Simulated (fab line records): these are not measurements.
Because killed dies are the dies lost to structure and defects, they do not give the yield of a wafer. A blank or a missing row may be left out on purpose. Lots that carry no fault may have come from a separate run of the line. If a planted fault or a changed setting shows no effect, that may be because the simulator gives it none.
fab line records	flow gf180mcu
[record] lots = 6	wafers = 18	lastDay = 34
route steps=602 shown M5@539 V5@540
lots that met no fault: taken from a fault-free run of the same line
startH: the number of hours between the record's first day and the start of the first shown wafer of the lot	waitH: time in hours since the lot's previous step	" repeats the value in the row above	L1.1+2: a single row standing in for several wafers	- no value, or no start given	* or withheld: withheld	< > ~ a bound
route shown NAME@n: names a module that has steps shown in the file, with the first one's number in the route	usual: mean/standard deviation taken from wafers without a fault	same: alike in all rows	chamber/n: place in a boat	sites: per-site readings	_std_site: how widely they spread, as a standard deviation	_edge_site: outer sites' mean less inner sites'	radiusMm: how far each site lies from the wafer's centre	mask NAME#n: copy n	behind: tool/chamber where the wafer was last shaped	hold: what put the lot on hold/how long, in hours/how the hold closed	device: the n, p or np transistor that did not switch	end of line: tests of these same wafers at the route's end	a step with no rows: only its recipe	killed: at the first sort, the dies lost to defects and structure; wafer yield is something else	map: dies across one wafer; x = killed, . = not, _ = none there
set.NAME: the run value of the setting; set.NAME@STEP: its run value at that earlier step	model.NAME: the simulator's own value behind a step, which no gauge read
a table for each step, a row for each wafer; lots at some steps of the route
services: when a tool's chamber went out of use (startH, in hours from the record's first day, below 0 if earlier), for how many hours, and the reason
[[steps]]
[step GF_M5_CLEAN_13]
[recipe] chemistry = DIW	dry = n2Spin
[step GF_V5_CVD_00]
[recipe] material = SiO2	targetThkNm = 300	sigmaOpenFrac = 0.3	tempC = 400	timeS = 50	sih4FlowSccm = 60	pressureMtorr = 6
[step GF_V5_THK_MEAS_01]
[recipe] reads = SiO2_of_V5_CVD_00
[usual] V5_CVD_00_THK = 300/3.8
lot.wafer	tool	chamber	startH	waitH	V5_CVD_00_THK[nm]
L654.1	filmMetro-04	-	615.44	0.0	296
L654.3	"	-	"	"	295
L654.6	"	-	"	"	298
L662.2	filmMetro-01	-	664.95	0.0	303
L662.4	"	-	"	"	302
L662.5	"	-	"	"	307
L667.1	filmMetro-04	-	708.66	0.1	295
L667.3	"	-	"	"	294
L667.5	"	-	"	"	298
L668.2	filmMetro-04	-	717.04	0.0	300
L668.3	"	-	"	"	306
L668.4	"	-	"	"	301
L676.4	filmMetro-04	-	764.46	0.0	303
L676.5	"	-	"	"	299
L676.6	"	-	"	"	293
L677.1	filmMetro-01	-	765.89	0.0	298
L677.4	"	-	"	"	302
L677.6	"	-	"	"	297
[step GF_V5_CVD_02]
[recipe] material = SiO2	targetThkNm = 1450	precursor = TEOS	tempC = 400	timeS = 163.28	rfW = 600
[usual] heaterPowerW = 621/68
lot.wafer	tool	chamber	startH	waitH	heaterPowerW
L654.1	pecvd-02	1	615.50	0.1	785
L654.3	"	0	"	"	558
L654.6	"	2	"	"	725
L662.2	pecvd-02	2	665.00	0.0	671
L662.4	"	2	"	"	724
L662.5	"	1	"	"	738
L667.1	pecvd-02	2	708.72	0.1	703
L667.3	"	1	"	"	681
L667.5	"	1	"	"	744
L668.2	pecvd-03	1	717.09	0.0	572
L668.3	"	0	"	"	553
L668.4	"	0	"	"	616
L676.4	pecvd-04	1	764.54	0.1	542
L676.5	"	2	"	"	679
L676.6	"	0	"	"	547
L677.1	pecvd-02	2	765.95	0.1	730
L677.4	"	2	"	"	563
L677.6	"	0	"	"	666
[step GF_V5_THK_MEAS_03]
[recipe] reads = SiO2_of_V5_CVD_02
[usual] V5_CVD_02_THK = 1451/21
lot.wafer	tool	chamber	startH	waitH	V5_CVD_02_THK[nm]
L654.1	filmMetro-03	-	615.60	0.1	1449
L654.3	"	-	"	"	1431
L654.6	"	-	"	"	1473
L662.2	filmMetro-03	-	665.11	0.1	1460
L662.4	"	-	"	"	1482
L662.5	"	-	"	"	1484
L667.1	filmMetro-04	-	708.83	0.1	1478
L667.3	"	-	"	"	1468
L667.5	"	-	"	"	1497
L668.2	filmMetro-01	-	717.21	0.1	1454
L668.3	"	-	"	"	1436
L668.4	"	-	"	"	1470
L676.4	filmMetro-04	-	764.62	0.0	1436
L676.5	"	-	"	"	1457
L676.6	"	-	"	"	1480
L677.1	filmMetro-01	-	766.05	0.1	1468
L677.4	"	-	"	"	1486
L677.6	"	-	"	"	1484
[step GF_V5_CMP_04]
[recipe] material = SiO2	downForcePsi = 4	platenRpm = 60	padVelocityMS = 0.94248
[usual] motorCurrentA = 11.8/0.69
lot.wafer	tool	chamber	startH	waitH	motorCurrentA
L654.1	cmp-01	2	615.66	0.1	10.9
L654.3	"	1	"	"	12.2
L654.6	"	3	"	"	12.0
L662.2	cmp-02	3	665.16	0.0	12.1
L662.4	"	1	"	"	11.3
L662.5	"	0	"	"	12.5
L667.1	cmp-02	2	708.99	0.1	12.3
L667.3	"	3	"	"	11.7
L667.5	"	0	"	"	12.1
L668.3	cmp-01	3	717.26	0.0	12.8
L668.2	"	0	"	"	11.1
L668.4	"	1	"	"	11.2
L676.4	cmp-02	1	764.80	0.2	11.1
L676.5	"	2	"	"	12.1
L676.6	"	3	"	"	11.6
L677.1	cmp-02	1	766.19	0.1	11.2
L677.4	"	2	"	"	11.7
L677.6	"	0	"	"	12.7
[step GF_V5_BOW_MEAS_05]
[recipe] mode = bow
[usual] V5_BOW = 136/9.7
lot.wafer	tool	chamber	startH	waitH	V5_BOW[um]
L654.1	filmMetro-04	-	615.96	0.2	150
L654.3	"	-	"	"	144
L654.6	"	-	"	"	135
L662.2	filmMetro-03	-	665.48	0.3	151
L662.4	"	-	"	"	147
L662.5	"	-	"	"	150
L667.1	filmMetro-01	-	709.19	0.1	139
L667.3	"	-	"	"	143
L667.5	"	-	"	"	148
L668.2	filmMetro-03	-	717.58	0.2	147
L668.3	"	-	"	"	146
L668.4	"	-	"	"	143
L676.4	filmMetro-03	-	765.01	0.2	142
L676.5	"	-	"	"	142
L676.6	"	-	"	"	147
L677.1	filmMetro-04	-	766.44	0.2	140
L677.4	"	-	"	"	142
L677.6	"	-	"	"	148
[step GF_V5_DEHYDRATE_06]
[recipe] tempC = 200	timeS = 60
[step GF_V5_HMDS_07]
[recipe] primeTimeS = 60	primeTempC = 120
[step GF_V5_COAT_08]
[recipe] resist = BARC	tempC = withheld	timeS = withheld	spinRpm = withheld	resistThkNm = withheld
[step GF_V5_COAT_09]
[recipe] resist = KrF	spinRpm = withheld	resistThkNm = 1000
[step GF_V5_SOFTBAKE_10]
[recipe] tempC = 130	timeS = 60	resist = KrF
[step GF_V5_EXPOSE_11]
[recipe] maskId = Via5	targetCdNm = 260	na = 0.68	sourceShape = conventional	sigmaOuter = 0.6	doseMj = 38
[usual] exposureDoseMJCm2 = 37.98/0.044	focusOffsetNm = 0.0/0.52	sigmaOuter = 0.6/0	stageVelMmS = 500.01/0.24
lot.wafer	tool	chamber	startH	waitH	mask	exposureDoseMJCm2	focusOffsetNm	sigmaOuter	stageVelMmS
L654.1	krfScanner-02	0	626.23	-	Via5#0	37.99	0.2	0.6	499.66
L654.3	"	0	"	"	Via5#0	38.05	-0.2	0.6	499.59
L654.6	"	0	"	"	Via5#0	38.01	-0.8	0.6	499.64
L662.2	krfScanner-02	0	674.93	-	Via5#0	38.07	0.3	0.6	500.01
L662.4	"	0	"	"	Via5#0	38.02	0.1	0.6	499.84
L662.5	"	0	"	"	Via5#0	38.03	0.5	0.6	500.02
L667.1	krfScanner-02	-	718.21	-	Via5#0	-	-	-	-
L667.3	"	-	"	"	Via5#0	-	-	-	-
L667.5	"	-	"	"	Via5#0	-	-	-	-
L668.2	krfScanner-02	-	726.62	-	Via5#0	-	-	-	-
L668.3	"	-	"	"	Via5#0	-	-	-	-
L668.4	"	-	"	"	Via5#0	-	-	-	-
L676.4	krfScanner-01	0	773.12	-	Via5#0	37.95	0.5	0.6	499.67
L676.5	"	0	"	"	Via5#0	37.93	0.8	0.6	500.00
L676.6	"	0	"	"	Via5#0	37.96	0.2	0.6	499.89
L677.1	krfScanner-02	0	774.54	-	Via5#0	37.99	-0.3	0.6	499.76
L677.4	"	0	"	"	Via5#0	38.01	-0.1	0.6	499.72
L677.6	"	0	"	"	Via5#0	37.96	-0.2	0.6	500.04
[step GF_V5_PEB_12]
[recipe] pebTempC = 135	pebTimeS = 90	resist = KrF
[[services]]
tool	chamber	startH	hours	kind
cmp-02	-	601.50	0.3	repair
krfScanner-02	-	607.10	4.0	repair
krfScanner-01	-	611.73	7.2	pm
pecvd-04	0	619.65	16.2	repair
pecvd-02	-	620.28	1.1	repair
cmp-01	-	628.71	3.6	repair
pecvd-02	-	631.24	1.3	repair
krfScanner-01	-	643.85	0.8	pm
cmp-02	-	644.95	5.6	repair
krfScanner-01	-	645.35	1.5	repair
pecvd-02	0	667.85	6.1	repair
cmp-02	-	681.65	0.4	repair
krfScanner-02	-	692.66	0.8	pm
krfScanner-02	-	694.39	9.2	repair
krfScanner-02	-	705.07	1.3	pm
pecvd-02	2	711.46	3.3	repair
cmp-02	-	712.00	3.0	repair
pecvd-02	-	722.56	2.8	pm
pecvd-02	-	726.24	3.6	repair
krfScanner-02	-	726.72	1.0	pm
cmp-01	-	744.00	4.0	pm
krfScanner-02	-	745.95	0.2	repair
pecvd-02	-	771.52	3.0	repair
cmp-01	-	772.83	0.6	repair
[[key]]
[firstSign] step = GF_V5_EXPOSE_11	reading = toolRecord	direction = missing
effect none on later readings
metAt GF_V5_EXPOSE_11
struckWafers L667.1,L667.3,L667.5,L668.2,L668.3,L668.4
laterRowsLeftOut L667.1,L667.3,L667.5,L668.2,L668.3,L668.4
sortLeftOut L667.1,L667.3,L667.5,L668.2,L668.3,L668.4
onsetBetween 674.93 718.21
[fault] kind = skippedStepWhole	tool = krfScanner-02	chamber = -	onsetH = 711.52	steps = GF_V5_EXPOSE_11	scope = struckLotsOnly
// sortLeftOut: the simulated sort isn't trusted on such a fault, so these wafers' sort isn't shown, and their yield isn't known
// laterRowsLeftOut: the simulator's readings of these wafers behind a module that went badly wrong aren't trusted and aren't shown, but for the sort
